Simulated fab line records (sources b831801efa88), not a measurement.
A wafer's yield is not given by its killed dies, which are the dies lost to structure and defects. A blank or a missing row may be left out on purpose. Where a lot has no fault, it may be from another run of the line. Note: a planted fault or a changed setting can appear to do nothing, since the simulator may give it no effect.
Which of the tools did it? / flow gf180mcu / 24 lots, 72 wafers sampled, at 6 steps of a route of 602

WHAT THE GAUGES SHOWED, per wafer
GF_V4_CD_MEAS_14 targets a cd of 260 nm. Usual: cd nm at 260.0 nm, with a standard deviation of 1.3.
lot=L074; measured=day 24 00:49; on=cd sem-02; cd nm (nm)=262.3 260.7 261.6; flag=
lot=L075; measured=day 24 07:10; on=cd sem-01; cd nm (nm)=262.1 261.1 261.0; flag=
lot=L076; measured=day 25 02:00; on=cd sem-01; cd nm (nm)=259.2 260.4 259.2; flag=
lot=L077; measured=day 25 05:34; on=cd sem-01; cd nm (nm)=260.2 259.5 257.9; flag=
lot=L078; measured=day 25 16:49; on=cd sem-02; cd nm (nm)=260.2 261.3 260.1; flag=
lot=L080; measured=day 26 07:38; on=cd sem-01; cd nm (nm)=260.8 260.2 260.6; flag=
lot=L079; measured=day 26 09:57; on=cd sem-01; cd nm (nm)=260.5 260.9 260.8; flag=
lot=L081; measured=day 27 00:41; on=cd sem-01; cd nm (nm)=257.7 259.8 259.4; flag=
lot=L082; measured=day 27 06:05; on=cd sem-02; cd nm (nm)=259.9 259.3 260.5; flag=
lot=L083; measured=day 28 00:46; on=cd sem-02; cd nm (nm)=259.8 260.0 260.7; flag=
lot=L085; measured=day 28 00:55; on=cd sem-01; cd nm (nm)=260.3 261.4 260.5; flag=
lot=L084; measured=day 28 08:34; on=cd sem-02; cd nm (nm)=261.7 262.0 262.5; flag=
lot=L086; measured=day 28 20:01; on=cd sem-01; cd nm (nm)=258.0 257.8 259.4; flag=
lot=L087; measured=day 28 20:04; on=cd sem-02; cd nm (nm)=258.9 258.2 258.6; flag=
lot=L088; measured=day 29 04:17; on=cd sem-02; cd nm (nm)=261.7 261.3 261.2; flag=
lot=L089; measured=day 29 08:04; on=cd sem-02; cd nm (nm)=259.5 261.3 258.8; flag=
lot=L090; measured=day 29 17:13; on=cd sem-02; cd nm (nm)=259.2 260.0 260.1; flag=
lot=L092; measured=day 29 21:58; on=cd sem-02; cd nm (nm)=260.0 259.9 259.8; flag=
lot=L091; measured=day 29 23:02; on=cd sem-01; cd nm (nm)=262.1 260.6 261.1; flag=
lot=L093; measured=day 30 07:27; on=cd sem-02; cd nm (nm)=258.4 259.4 259.1; flag=
lot=L094; measured=day 30 15:25; on=cd sem-02; cd nm (nm)=258.3 260.0 258.2; flag=
lot=L095; measured=day 31 01:52; on=cd sem-01; cd nm (nm)=258.6 259.8 258.7; flag=
lot=L096; measured=day 31 04:43; on=cd sem-02; cd nm (nm)=259.2 260.9 259.3; flag=
lot=L097; measured=day 31 12:51; on=cd sem-02; cd nm (nm)=259.5 257.2 258.6; flag=

GF_M5_CD_MEAS_07 targets a cd of 280 nm. Usual: cd nm at 279.7 nm, with a standard deviation of 1.3.
lot=L074; measured=day 25 22:55; on=cd sem-02; cd nm (nm)=280.4 281.2 280.4; flag=
lot=L075; measured=day 26 03:58; on=cd sem-01; cd nm (nm)=280.6 279.4 280.4; flag=
lot=L076; measured=day 26 22:35; on=cd sem-02; cd nm (nm)=278.5 279.8 278.9; flag=
lot=L077; measured=day 27 01:42; on=cd sem-02; cd nm (nm)=276.9 277.8 278.2; flag=
lot=L078; measured=day 27 11:29; on=cd sem-01; cd nm (nm)=280.5 281.3 280.4; flag=
lot=L080; measured=day 28 02:44; on=cd sem-02; cd nm (nm)=276.8 278.2 276.7; flag=
lot=L079; measured=day 28 04:14; on=cd sem-01; cd nm (nm)=281.0 280.6 280.2; flag=
lot=L081; measured=day 28 17:35; on=cd sem-01; cd nm (nm)=278.9 279.4 278.5; flag=
lot=L082; measured=day 28 23:20; on=cd sem-02; cd nm (nm)=279.8 279.6 279.1; flag=
lot=L083; measured=day 29 17:59; on=cd sem-01; cd nm (nm)=277.8 278.3 279.1; flag=
lot=L085; measured=day 29 18:15; on=cd sem-01; cd nm (nm)=279.3 278.3 279.0; flag=
lot=L084; measured=day 30 00:40; on=cd sem-01; cd nm (nm)=278.6 279.0 279.1; flag=
lot=L086; measured=day 30 12:21; on=cd sem-02; cd nm (nm)=279.3 279.0 279.2; flag=
lot=L087; measured=day 30 11:40; on=cd sem-02; cd nm (nm)=281.2 280.3 280.5; flag=
lot=L088; measured=day 30 20:07; on=cd sem-02; cd nm (nm)=280.9 280.8 281.0; flag=
lot=L089; measured=day 30 22:59; on=cd sem-01; cd nm (nm)=279.7 280.6 280.5; flag=
lot=L090; measured=day 31 07:13; on=cd sem-01; cd nm (nm)=279.5 279.9 279.4; flag=
lot=L092; measured=day 31 12:41; on=cd sem-02; cd nm (nm)=281.2 280.2 280.5; flag=
lot=L091; measured=day 31 13:51; on=cd sem-02; cd nm (nm)=279.4 278.8 278.5; flag=
lot=L093; measured=day 31 18:22; on=cd sem-02; cd nm (nm)=280.9 281.6 280.6; flag=
lot=L094; measured=day 31 19:32; on=cd sem-02; cd nm (nm)=280.5 282.2 279.9; flag=
lot=L095; measured=day 31 19:50; on=cd sem-02; cd nm (nm)=277.7 277.1 278.4; flag=
lot=L096; measured=day 31 21:44; on=cd sem-02; cd nm (nm)=281.7 281.4 280.9; flag=
lot=L097; measured=day 33 09:22; on=cd sem-01; cd nm (nm)=281.4 280.2 280.4; flag=

GF_V5_THK_MEAS_01. Usual: V5_CVD_00_THK typically reads 298.0 nm, with standard deviation 2.8.
lot=L074; measured=day 25 23:53; on=film metro-04; V5_CVD_00_THK (nm)=295.9 296.2 294.6; flag=
lot=L075; measured=day 26 04:52; on=film metro-04; V5_CVD_00_THK (nm)=297.5 296.5 301.2; flag=
lot=L076; measured=day 26 23:29; on=film metro-01; V5_CVD_00_THK (nm)=296.2 299.6 291.9; flag=
lot=L077; measured=day 27 02:32; on=film metro-02; V5_CVD_00_THK (nm)=299.7 297.7 297.6; flag=
lot=L078; measured=day 27 12:34; on=film metro-04; V5_CVD_00_THK (nm)=297.2 296.9 299.3; flag=
lot=L080; measured=day 28 03:37; on=film metro-02; V5_CVD_00_THK (nm)=298.0 294.4 297.8; flag=
lot=L079; measured=day 28 05:07; on=film metro-02; V5_CVD_00_THK (nm)=300.2 303.1 299.0; flag=
lot=L081; measured=day 28 18:28; on=film metro-04; V5_CVD_00_THK (nm)=298.6 293.9 295.2; flag=
lot=L082; measured=day 29 00:11; on=film metro-02; V5_CVD_00_THK (nm)=299.3 295.8 296.9; flag=
lot=L083; measured=day 29 18:53; on=film metro-02; V5_CVD_00_THK (nm)=303.8 299.5 298.8; flag=
lot=L085; measured=day 29 19:13; on=film metro-02; V5_CVD_00_THK (nm)=300.1 301.6 301.9; flag=
lot=L084; measured=day 30 01:40; on=film metro-01; V5_CVD_00_THK (nm)=299.2 296.7 299.6; flag=
lot=L086; measured=day 30 13:22; on=film metro-04; V5_CVD_00_THK (nm)=296.4 295.3 293.9; flag=
lot=L087; measured=day 30 12:31; on=film metro-04; V5_CVD_00_THK (nm)=300.2 294.9 295.9; flag=
lot=L088; measured=day 30 21:00; on=film metro-02; V5_CVD_00_THK (nm)=302.7 303.6 303.5; flag=
lot=L089; measured=day 30 23:50; on=film metro-02; V5_CVD_00_THK (nm)=295.8 294.3 296.0; flag=
lot=L090; measured=day 31 20:09; on=film metro-04; V5_CVD_00_THK (nm)=301.2 294.0 293.5; flag=
lot=L092; measured=day 31 21:35; on=film metro-02; V5_CVD_00_THK (nm)=299.0 297.7 295.3; flag=
lot=L091; measured=day 31 21:39; on=film metro-02; V5_CVD_00_THK (nm)=297.5 301.2 301.2; flag=
lot=L093; measured=day 31 23:44; on=film metro-01; V5_CVD_00_THK (nm)=302.1 298.9 303.2; flag=
lot=L094; measured=day 31 23:36; on=film metro-01; V5_CVD_00_THK (nm)=298.0 298.8 300.0; flag=
lot=L095; measured=day 31 23:40; on=film metro-01; V5_CVD_00_THK (nm)=302.2 299.0 297.7; flag=
lot=L096; measured=day 32 00:08; on=film metro-01; V5_CVD_00_THK (nm)=301.6 295.9 302.7; flag=
lot=L097; measured=day 33 10:14; on=film metro-04; V5_CVD_00_THK (nm)=297.2 298.3 299.7; flag=

GF_V5_CD_MEAS_14 targets a cd of 260 nm. Usual: cd nm at 260.1 nm, with a standard deviation of 1.3.
lot=L074; measured=day 26 20:31; on=cd sem-02; cd nm (nm)=260.3 259.1 259.5; flag=
lot=L075; measured=day 27 01:11; on=cd sem-02; cd nm (nm)=260.1 258.1 258.6; flag=
lot=L076; measured=day 27 19:56; on=cd sem-02; cd nm (nm)=260.1 259.9 259.7; flag=
lot=L077; measured=day 27 23:03; on=cd sem-01; cd nm (nm)=258.4 259.0 260.0; flag=
lot=L078; measured=day 28 09:10; on=cd sem-02; cd nm (nm)=260.5 259.7 258.8; flag=
lot=L080; measured=day 28 23:41; on=cd sem-01; cd nm (nm)=262.2 262.7 262.7; flag=
lot=L079; measured=day 29 00:21; on=cd sem-02; cd nm (nm)=259.9 259.7 260.2; flag=
lot=L081; measured=day 29 14:51; on=cd sem-02; cd nm (nm)=261.7 261.1 260.4; flag=
lot=L082; measured=day 29 19:49; on=cd sem-01; cd nm (nm)=260.7 260.7 260.8; flag=
lot=L083; measured=day 30 14:08; on=cd sem-01; cd nm (nm)=260.3 260.3 261.5; flag=
lot=L085; measured=day 30 14:32; on=cd sem-02; cd nm (nm)=260.7 259.3 259.7; flag=
lot=L084; measured=day 30 20:28; on=cd sem-02; cd nm (nm)=260.5 258.7 258.2; flag=
lot=L086; measured=day 31 07:37; on=cd sem-01; cd nm (nm)=260.2 260.3 260.4; flag=
lot=L087; measured=day 31 06:43; on=cd sem-02; cd nm (nm)=258.5 260.6 260.3; flag=
lot=L088; measured=day 31 15:13; on=cd sem-02; cd nm (nm)=262.8 261.6 262.8; flag=
lot=L089; measured=day 31 16:47; on=cd sem-02; cd nm (nm)=257.3 257.9 256.9; flag=
lot=L090; measured=day 32 02:56; on=cd sem-02; cd nm (nm)=260.3 262.9 260.9; flag=
lot=L092; measured=day 32 09:25; on=cd sem-02; cd nm (nm)=261.2 258.8 260.5; flag=
lot=L091; measured=day 32 10:19; on=cd sem-02; cd nm (nm)=262.3 260.5 262.5; flag=
lot=L093; measured=day 32 21:56; on=cd sem-01; cd nm (nm)=259.2 258.7 258.8; flag=
lot=L094; measured=day 32 20:47; on=cd sem-02; cd nm (nm)=261.7 261.3 261.0; flag=
lot=L095; measured=day 32 21:02; on=cd sem-02; cd nm (nm)=258.4 259.0 259.2; flag=
lot=L096; measured=day 32 22:05; on=cd sem-01; cd nm (nm)=258.4 258.8 258.2; flag=
lot=L097; measured=day 34 02:39; on=cd sem-02; cd nm (nm)=260.2 260.1 259.8; flag=

TOOL THAT RAN EACH LOT (tool first, then ch and the chambers of the sampled wafers, then the start)
lot=L074; GF_M3_METAL_ETCH_16=rie metal-02 ch 1, day 20 22:42; GF_MIM_METAL_ETCH_19=rie metal-03 ch 0,1, day 25 00:47
lot=L075; GF_M3_METAL_ETCH_16=rie metal-02 ch 0,1, day 21 05:26; GF_MIM_METAL_ETCH_19=rie metal-02 ch 0,1, day 25 06:58
lot=L076; GF_M3_METAL_ETCH_16=rie metal-01 ch 0,1, day 22 01:39; GF_MIM_METAL_ETCH_19=rie metal-04 ch 0,1, day 26 01:44
lot=L077; GF_M3_METAL_ETCH_16=rie metal-01 ch 0,1, day 22 04:52; GF_MIM_METAL_ETCH_19=rie metal-03 ch 0,1, day 26 04:51
lot=L078; GF_M3_METAL_ETCH_16=rie metal-04 ch 0,1, day 22 19:07; GF_MIM_METAL_ETCH_19=rie metal-02 ch 0,1, day 26 15:25
lot=L080; GF_M3_METAL_ETCH_16=rie metal-01 ch 0,1, day 23 10:26; GF_MIM_METAL_ETCH_19=rie metal-03 ch 0,1, day 27 06:21
lot=L079; GF_M3_METAL_ETCH_16=rie metal-02 ch 0, day 23 11:23; GF_MIM_METAL_ETCH_19=rie metal-03 ch 0,1, day 27 08:02
lot=L081; GF_M3_METAL_ETCH_16=rie metal-01 ch 0, day 24 04:17; GF_MIM_METAL_ETCH_19=rie metal-04 ch 0, day 27 21:44
lot=L082; GF_M3_METAL_ETCH_16=rie metal-04 ch 0,1, day 24 10:14; GF_MIM_METAL_ETCH_19=rie metal-04 ch 0, day 28 03:56
lot=L083; GF_M3_METAL_ETCH_16=rie metal-01 ch 0,1, day 25 06:50; GF_MIM_METAL_ETCH_19=rie metal-04 ch 0,1, day 28 22:10
lot=L085; GF_M3_METAL_ETCH_16=rie metal-04 ch 0,1, day 25 08:31; GF_MIM_METAL_ETCH_19=rie metal-02 ch 0,1, day 28 22:19
lot=L084; GF_M3_METAL_ETCH_16=rie metal-02 ch 0,1, day 25 15:26; GF_MIM_METAL_ETCH_19=rie metal-04 ch 0,1, day 29 04:52
lot=L086; GF_M3_METAL_ETCH_16=rie metal-02 ch 0,1, day 26 03:26; GF_MIM_METAL_ETCH_19=rie metal-04 ch 0,1, day 29 17:29
lot=L087; GF_M3_METAL_ETCH_16=rie metal-04 ch 0,1, day 26 04:15; GF_MIM_METAL_ETCH_19=rie metal-02 ch 0,1, day 29 16:47
lot=L088; GF_M3_METAL_ETCH_16=rie metal-01 ch 0,1, day 26 13:47; GF_MIM_METAL_ETCH_19=rie metal-04 ch 0,1, day 30 00:56
lot=L089; GF_M3_METAL_ETCH_16=rie metal-01 ch 0,1, day 26 17:08; GF_MIM_METAL_ETCH_19=rie metal-03 ch 0,1, day 30 04:31
lot=L090; GF_M3_METAL_ETCH_16=rie metal-04 ch 0,1, day 27 03:32; GF_MIM_METAL_ETCH_19=rie metal-04 ch 0,1, day 30 13:02
lot=L092; GF_M3_METAL_ETCH_16=rie metal-04 ch 0,1, day 27 07:54; GF_MIM_METAL_ETCH_19=rie metal-03 ch 0,1, day 30 17:56
lot=L091; GF_M3_METAL_ETCH_16=rie metal-02 ch 0,1, day 27 09:14; GF_MIM_METAL_ETCH_19=rie metal-04 ch 0,1, day 30 19:23
lot=L093; GF_M3_METAL_ETCH_16=rie metal-02 ch 0,1, day 27 18:52; GF_MIM_METAL_ETCH_19=rie metal-03 ch 0,1, day 31 03:10
lot=L094; GF_M3_METAL_ETCH_16=rie metal-01 ch 0,1, day 28 02:08; GF_MIM_METAL_ETCH_19=rie metal-04 ch 0,1, day 31 11:13
lot=L095; GF_M3_METAL_ETCH_16=rie metal-01 ch 0,1, day 28 13:59; GF_MIM_METAL_ETCH_19=rie metal-03 ch 0,1, day 31 17:59
lot=L096; GF_M3_METAL_ETCH_16=rie metal-04 ch 0,1, day 28 16:38; GF_MIM_METAL_ETCH_19=rie metal-02 ch 0,1, day 31 18:34
lot=L097; GF_M3_METAL_ETCH_16=rie metal-02 ch 0,1, day 29 01:49; GF_MIM_METAL_ETCH_19=rie metal-04 ch 0,1, day 32 16:29
- GF_M3_METAL_ETCH_16: etches the open film in Cl2/BCl3, stops on SiO2, target depth 627.5 nm, time 104.6 s.
- GF_MIM_METAL_ETCH_19: etches the open film in Cl2/BCl3, stops on Si3N4, target depth 324.5 nm, time 54.1 s.

AS READ BY THE TOOLS THEMSELVES (means over the sampled wafers that have a number; for cases with no such wafer, the mark the record gives instead)
GF_M3_METAL_ETCH_16. Usual: drypump motor current A 5.9 A, standard deviation 0.35; oes product au 0.973 a.u., standard deviation 0.0072; throttle valve pct 28.249 %, standard deviation 0.011.
lot=L074; tool=rie metal-02; drypump motor current A (A)=5.6; oes product au (a.u.)=0.975; throttle valve pct (%)=28.251; flag=
lot=L075; tool=rie metal-02; drypump motor current A (A)=5.9; oes product au (a.u.)=0.985; throttle valve pct (%)=28.244; flag=
lot=L076; tool=rie metal-01; drypump motor current A (A)=5.7; oes product au (a.u.)=0.969; throttle valve pct (%)=28.252; flag=
lot=L077; tool=rie metal-01; drypump motor current A (A)=5.9; oes product au (a.u.)=0.960; throttle valve pct (%)=28.266; flag=
lot=L078; tool=rie metal-04; drypump motor current A (A)=6.1; oes product au (a.u.)=0.977; throttle valve pct (%)=28.248; flag=
lot=L080; tool=rie metal-01; drypump motor current A (A)=5.7; oes product au (a.u.)=0.971; throttle valve pct (%)=28.266; flag=
lot=L079; tool=rie metal-02; drypump motor current A (A)=6.1; oes product au (a.u.)=0.981; throttle valve pct (%)=28.238; flag=
lot=L081; tool=rie metal-01; drypump motor current A (A)=6.1; oes product au (a.u.)=0.982; throttle valve pct (%)=28.245; flag=
lot=L082; tool=rie metal-04; drypump motor current A (A)=5.8; oes product au (a.u.)=0.965; throttle valve pct (%)=28.262; flag=
lot=L083; tool=rie metal-01; drypump motor current A (A)=5.7; oes product au (a.u.)=0.967; throttle valve pct (%)=28.258; flag=
lot=L085; tool=rie metal-04; drypump motor current A (A)=6.1; oes product au (a.u.)=0.978; throttle valve pct (%)=28.247; flag=
lot=L084; tool=rie metal-02; drypump motor current A (A)=5.8; oes product au (a.u.)=0.968; throttle valve pct (%)=28.249; flag=
lot=L086; tool=rie metal-02; drypump motor current A (A)=5.9; oes product au (a.u.)=0.975; throttle valve pct (%)=28.243; flag=
lot=L087; tool=rie metal-04; drypump motor current A (A)=5.8; oes product au (a.u.)=0.981; throttle valve pct (%)=28.237; flag=
lot=L088; tool=rie metal-01; drypump motor current A (A)=5.7; oes product au (a.u.)=0.975; throttle valve pct (%)=28.248; flag=
lot=L089; tool=rie metal-01; drypump motor current A (A)=5.9; oes product au (a.u.)=0.972; throttle valve pct (%)=28.245; flag=
lot=L090; tool=rie metal-04; drypump motor current A (A)=5.7; oes product au (a.u.)=0.974; throttle valve pct (%)=28.258; flag=
lot=L092; tool=rie metal-04; drypump motor current A (A)=5.8; oes product au (a.u.)=0.972; throttle valve pct (%)=28.242; flag=
lot=L091; tool=rie metal-02; drypump motor current A (A)=5.9; oes product au (a.u.)=0.979; throttle valve pct (%)=28.239; flag=
lot=L093; tool=rie metal-02; drypump motor current A (A)=5.8; oes product au (a.u.)=0.980; throttle valve pct (%)=28.237; flag=
lot=L094; tool=rie metal-01; drypump motor current A (A)=5.7; oes product au (a.u.)=0.971; throttle valve pct (%)=28.249; flag=
lot=L095; tool=rie metal-01; drypump motor current A (A)=5.7; oes product au (a.u.)=0.966; throttle valve pct (%)=28.249; flag=
lot=L096; tool=rie metal-04; drypump motor current A (A)=6.1; oes product au (a.u.)=0.978; throttle valve pct (%)=28.245; flag=
lot=L097; tool=rie metal-02; drypump motor current A (A)=5.9; oes product au (a.u.)=0.975; throttle valve pct (%)=28.247; flag=

GF_MIM_METAL_ETCH_19. Usual: drypump motor current A 5.8 A, standard deviation 0.35; oes product au 0.942 a.u., standard deviation 0.0067; throttle valve pct 28.283 %, standard deviation 0.01.
lot=L074; tool=rie metal-03; drypump motor current A (A)=5.7; oes product au (a.u.)=0.941; throttle valve pct (%)=28.284; flag=
lot=L075; tool=rie metal-02; drypump motor current A (A)=5.9; oes product au (a.u.)=0.950; throttle valve pct (%)=28.279; flag=
lot=L076; tool=rie metal-04; drypump motor current A (A)=5.7; oes product au (a.u.)=0.942; throttle valve pct (%)=28.279; flag=
lot=L077; tool=rie metal-03; drypump motor current A (A)=5.7; oes product au (a.u.)=0.943; throttle valve pct (%)=28.287; flag=
lot=L078; tool=rie metal-02; drypump motor current A (A)=5.9; oes product au (a.u.)=0.943; throttle valve pct (%)=28.274; flag=
lot=L080; tool=rie metal-03; drypump motor current A (A)=5.7; oes product au (a.u.)=0.935; throttle valve pct (%)=28.296; flag=
lot=L079; tool=rie metal-03; drypump motor current A (A)=5.6; oes product au (a.u.)=0.942; throttle valve pct (%)=28.277; flag=
lot=L081; tool=rie metal-04; drypump motor current A (A)=5.4; oes product au (a.u.)=0.944; throttle valve pct (%)=28.287; flag=
lot=L082; tool=rie metal-04; drypump motor current A (A)=5.4; oes product au (a.u.)=0.937; throttle valve pct (%)=28.288; flag=
lot=L083; tool=rie metal-04; drypump motor current A (A)=6.1; oes product au (a.u.)=0.937; throttle valve pct (%)=28.283; flag=
lot=L085; tool=rie metal-02; drypump motor current A (A)=5.9; oes product au (a.u.)=0.945; throttle valve pct (%)=28.284; flag=
lot=L084; tool=rie metal-04; drypump motor current A (A)=5.8; oes product au (a.u.)=0.940; throttle valve pct (%)=28.272; flag=
lot=L086; tool=rie metal-04; drypump motor current A (A)=5.8; oes product au (a.u.)=0.939; throttle valve pct (%)=28.282; flag=
lot=L087; tool=rie metal-02; drypump motor current A (A)=5.9; oes product au (a.u.)=0.942; throttle valve pct (%)=28.278; flag=
lot=L088; tool=rie metal-04; drypump motor current A (A)=5.8; oes product au (a.u.)=0.943; throttle valve pct (%)=28.278; flag=
lot=L089; tool=rie metal-03; drypump motor current A (A)=5.6; oes product au (a.u.)=0.939; throttle valve pct (%)=28.276; flag=
lot=L090; tool=rie metal-04; drypump motor current A (A)=6.1; oes product au (a.u.)=0.944; throttle valve pct (%)=28.278; flag=
lot=L092; tool=rie metal-03; drypump motor current A (A)=5.7; oes product au (a.u.)=0.949; throttle valve pct (%)=28.279; flag=
lot=L091; tool=rie metal-04; drypump motor current A (A)=6.1; oes product au (a.u.)=0.931; throttle valve pct (%)=28.288; flag=
lot=L093; tool=rie metal-03; drypump motor current A (A)=5.7; oes product au (a.u.)=0.949; throttle valve pct (%)=28.287; flag=
lot=L094; tool=rie metal-04; drypump motor current A (A)=6.1; oes product au (a.u.)=0.949; throttle valve pct (%)=28.275; flag=
lot=L095; tool=rie metal-03; drypump motor current A (A)=5.6; oes product au (a.u.)=0.937; throttle valve pct (%)=28.288; flag=
lot=L096; tool=rie metal-02; drypump motor current A (A)=5.9; oes product au (a.u.)=0.934; throttle valve pct (%)=28.292; flag=
lot=L097; tool=rie metal-04; drypump motor current A (A)=5.7; oes product au (a.u.)=0.935; throttle valve pct (%)=28.278; flag=

THE ANSWER, worked out from the rows above alone
Rule: lot off if the mean of its wafers having a number is beyond 3 standard deviations from the usual mean. A lot without any number at a reading at which 4 lots or more have one is off too. Where the step has rows for the other lots, those lots are counted as sound. First the gauges in route order, then the tools' own readings, where a lot's mean is used as printed above. The first step at which some lot is off is used, and at that step the reading that is off furthest; a lot without a number counts as furthest.
No lot is off on any of the readings shown, so nothing can be concluded from this.

WHAT WAS PUT IN BY THE SIMULATOR
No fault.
